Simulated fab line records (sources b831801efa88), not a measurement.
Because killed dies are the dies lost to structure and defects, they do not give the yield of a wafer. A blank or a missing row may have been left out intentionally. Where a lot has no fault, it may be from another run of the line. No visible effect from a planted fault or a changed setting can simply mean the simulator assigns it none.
Lot-split experiment || flow sfq line || 5 lots, 23 wafers read, on a route of 325 steps

ABOUT THE SPLIT
At SFQ_TRILAYER_M1_LITHO_COAT_044 (resist thk 62 nm), the setting resist thk nm was moved away from the recipe's 62 nm on 12 of the 23 wafers read, by -4.2% to +2.9%. This setting was run at the recipe's value on the other wafers.

The reading is taken at the split's own step.

THE READING
BARC_of_TRILAYER_M1_LITHO_COAT_044.thk nm (the simulator's own value, which no gauge read), in nm, at SFQ_TRILAYER_M1_LITHO_COAT_044 (resist thk 62 nm). The file does not state a usual value for it. Average 62.08 nm, standard deviation 0.16 nm, over the 11 wafers here run with the recipe.

{"wafer": "L075.1", "tool, chamber at the split": "litho track-03, 0", "resist thk nm as run, nm": 62, "against the recipe": "recipe", "BARC_of_TRILAYER_M1_LITHO_COAT_044.thk nm, nm": 62.14, "against lot-mates on the recipe": "-"}
{"wafer": "L075.3", "tool, chamber at the split": "litho track-03, 0", "resist thk nm as run, nm": 62, "against the recipe": "recipe", "BARC_of_TRILAYER_M1_LITHO_COAT_044.thk nm, nm": 62.15, "against lot-mates on the recipe": "-"}
{"wafer": "L075.6", "tool, chamber at the split": "litho track-03, 0", "resist thk nm as run, nm": 62, "against the recipe": "recipe", "BARC_of_TRILAYER_M1_LITHO_COAT_044.thk nm, nm": 62.28, "against lot-mates on the recipe": "-"}
{"wafer": "L076.1", "tool, chamber at the split": "litho track-03, 0", "resist thk nm as run, nm": 59.97, "against the recipe": "-3.3%", "BARC_of_TRILAYER_M1_LITHO_COAT_044.thk nm, nm": 60.22, "against lot-mates on the recipe": -1.80}
{"wafer": "L076.2", "tool, chamber at the split": "litho track-03, 0", "resist thk nm as run, nm": 59.97, "against the recipe": "-3.3%", "BARC_of_TRILAYER_M1_LITHO_COAT_044.thk nm, nm": 60.26, "against lot-mates on the recipe": -1.77}
{"wafer": "L076.3", "tool, chamber at the split": "litho track-03, 0", "resist thk nm as run, nm": 62, "against the recipe": "recipe", "BARC_of_TRILAYER_M1_LITHO_COAT_044.thk nm, nm": 62.08, "against lot-mates on the recipe": "-"}
{"wafer": "L076.4", "tool, chamber at the split": "litho track-03, 0", "resist thk nm as run, nm": 59.97, "against the recipe": "-3.3%", "BARC_of_TRILAYER_M1_LITHO_COAT_044.thk nm, nm": 60.11, "against lot-mates on the recipe": -1.91}
{"wafer": "L076.5", "tool, chamber at the split": "litho track-03, 0", "resist thk nm as run, nm": 62, "against the recipe": "recipe", "BARC_of_TRILAYER_M1_LITHO_COAT_044.thk nm, nm": 61.97, "against lot-mates on the recipe": "-"}
{"wafer": "L079.1", "tool, chamber at the split": "litho track-03, 0", "resist thk nm as run, nm": 62, "against the recipe": "recipe", "BARC_of_TRILAYER_M1_LITHO_COAT_044.thk nm, nm": 62.05, "against lot-mates on the recipe": "-"}
{"wafer": "L079.2", "tool, chamber at the split": "litho track-03, 0", "resist thk nm as run, nm": 62, "against the recipe": "recipe", "BARC_of_TRILAYER_M1_LITHO_COAT_044.thk nm, nm": 61.66, "against lot-mates on the recipe": "-"}
{"wafer": "L079.4", "tool, chamber at the split": "litho track-03, 0", "resist thk nm as run, nm": 60.88, "against the recipe": "-1.8%", "BARC_of_TRILAYER_M1_LITHO_COAT_044.thk nm, nm": 60.95, "against lot-mates on the recipe": -0.90}
{"wafer": "L079.5", "tool, chamber at the split": "litho track-03, 0", "resist thk nm as run, nm": 60.88, "against the recipe": "-1.8%", "BARC_of_TRILAYER_M1_LITHO_COAT_044.thk nm, nm": 61, "against lot-mates on the recipe": -0.85}
{"wafer": "L079.6", "tool, chamber at the split": "litho track-03, 0", "resist thk nm as run, nm": 60.88, "against the recipe": "-1.8%", "BARC_of_TRILAYER_M1_LITHO_COAT_044.thk nm, nm": 60.98, "against lot-mates on the recipe": -0.88}
{"wafer": "L082.1", "tool, chamber at the split": "litho track-04, 0", "resist thk nm as run, nm": 62, "against the recipe": "recipe", "BARC_of_TRILAYER_M1_LITHO_COAT_044.thk nm, nm": 62.1, "against lot-mates on the recipe": "-"}
{"wafer": "L082.3", "tool, chamber at the split": "litho track-04, 0", "resist thk nm as run, nm": 59.39, "against the recipe": "-4.2%", "BARC_of_TRILAYER_M1_LITHO_COAT_044.thk nm, nm": 59.56, "against lot-mates on the recipe": -2.61}
{"wafer": "L082.4", "tool, chamber at the split": "litho track-04, 0", "resist thk nm as run, nm": 59.39, "against the recipe": "-4.2%", "BARC_of_TRILAYER_M1_LITHO_COAT_044.thk nm, nm": 59.49, "against lot-mates on the recipe": -2.68}
{"wafer": "L082.5", "tool, chamber at the split": "litho track-04, 0", "resist thk nm as run, nm": 59.39, "against the recipe": "-4.2%", "BARC_of_TRILAYER_M1_LITHO_COAT_044.thk nm, nm": 59.34, "against lot-mates on the recipe": -2.83}
{"wafer": "L082.6", "tool, chamber at the split": "litho track-04, 0", "resist thk nm as run, nm": 62, "against the recipe": "recipe", "BARC_of_TRILAYER_M1_LITHO_COAT_044.thk nm, nm": 62.24, "against lot-mates on the recipe": "-"}
{"wafer": "L085.1", "tool, chamber at the split": "litho track-03, 0", "resist thk nm as run, nm": 63.81, "against the recipe": "+2.9%", "BARC_of_TRILAYER_M1_LITHO_COAT_044.thk nm, nm": 63.97, "against lot-mates on the recipe": "+1.84"}
{"wafer": "L085.3", "tool, chamber at the split": "litho track-03, 0", "resist thk nm as run, nm": 63.81, "against the recipe": "+2.9%", "BARC_of_TRILAYER_M1_LITHO_COAT_044.thk nm, nm": 63.96, "against lot-mates on the recipe": "+1.84"}
{"wafer": "L085.4", "tool, chamber at the split": "litho track-03, 0", "resist thk nm as run, nm": 62, "against the recipe": "recipe", "BARC_of_TRILAYER_M1_LITHO_COAT_044.thk nm, nm": 62.22, "against lot-mates on the recipe": "-"}
{"wafer": "L085.5", "tool, chamber at the split": "litho track-03, 0", "resist thk nm as run, nm": 62, "against the recipe": "recipe", "BARC_of_TRILAYER_M1_LITHO_COAT_044.thk nm, nm": 62.03, "against lot-mates on the recipe": "-"}
{"wafer": "L085.6", "tool, chamber at the split": "litho track-03, 0", "resist thk nm as run, nm": 63.81, "against the recipe": "+2.9%", "BARC_of_TRILAYER_M1_LITHO_COAT_044.thk nm, nm": 64.14, "against lot-mates on the recipe": "+2.02"}

THE FIT
A straight line over all 23 wafers: BARC_of_TRILAYER_M1_LITHO_COAT_044.thk nm changes by +0.625 nm for each +1% of resist thk nm; r = +0.99; the points scatter about the line by 0.14 nm.
The same after taking each lot's own level away (the mean of its wafers on the recipe; 23 wafers): +0.618 nm for each +1%; r = +0.99; scatter 0.15 nm.
That fit puts the effect of the largest move of resist thk nm on the reading at 2.6 nm.
The span of the lots' own levels, 61.855 to 62.190 nm, comes to 2.1 times the standard deviation stated above.
Consequently the slope shifts little with the lot-to-lot level, the two slopes agreeing.
Check: for one of the wafers moved furthest among these (-4.2%), held out of the fit, the line's prediction against its lot-mates is -2.54 nm. Against them it came out at -2.61 nm.

THESE WAFERS: OTHER SPLITS
Note: prior to the reading, these wafers also went through further splits. Each is held against what the fit with the lots' levels taken away leaves over:
{"other split on the same wafers": "SFQ_TRILAYER_L0_LITHO_PEB_008 peb time s", "wafers away from the commonest value": 10, "r with BARC_of_TRILAYER_M1_LITHO_COAT_044.thk nm (lot level and that fit taken away)": -0.12}
{"other split on the same wafers": "SFQ_TRILAYER_L0_BARC_OPEN_METAL_ETCH_010 icp w", "wafers away from the commonest value": 8, "r with BARC_of_TRILAYER_M1_LITHO_COAT_044.thk nm (lot level and that fit taken away)": "+0.19"}
{"other split on the same wafers": "SFQ_TRILAYER_L0_VIA_LITHO_PEB_016 peb time s", "wafers away from the commonest value": 12, "r with BARC_of_TRILAYER_M1_LITHO_COAT_044.thk nm (lot level and that fit taken away)": -0.31}
{"other split on the same wafers": "SFQ_TRILAYER_M0_LITHO_COAT_026 spin rpm", "wafers away from the commonest value": 7, "r with BARC_of_TRILAYER_M1_LITHO_COAT_044.thk nm (lot level and that fit taken away)": "+0.07"}
{"other split on the same wafers": "SFQ_TRILAYER_I0_VIA_LITHO_COAT_036 spin rpm", "wafers away from the commonest value": 6, "r with BARC_of_TRILAYER_M1_LITHO_COAT_044.thk nm (lot level and that fit taken away)": "+0.41"}
{"other split on the same wafers": "SFQ_TRILAYER_I0_VIA_LITHO_PEB_034 peb time s", "wafers away from the commonest value": 11, "r with BARC_of_TRILAYER_M1_LITHO_COAT_044.thk nm (lot level and that fit taken away)": -0.44}
{"other split on the same wafers": "SFQ_TRILAYER_I0_VIA_BARC_OPEN_VIA_ETCH_046 source w", "wafers away from the commonest value": 4, "r with BARC_of_TRILAYER_M1_LITHO_COAT_044.thk nm (lot level and that fit taken away)": "+0.20"}

FILE'S OWN FIT
BARC_of_TRILAYER_M1_LITHO_COAT_044.thk nm changes by +0.61 nm for each +1% of resist thk nm, r = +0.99.
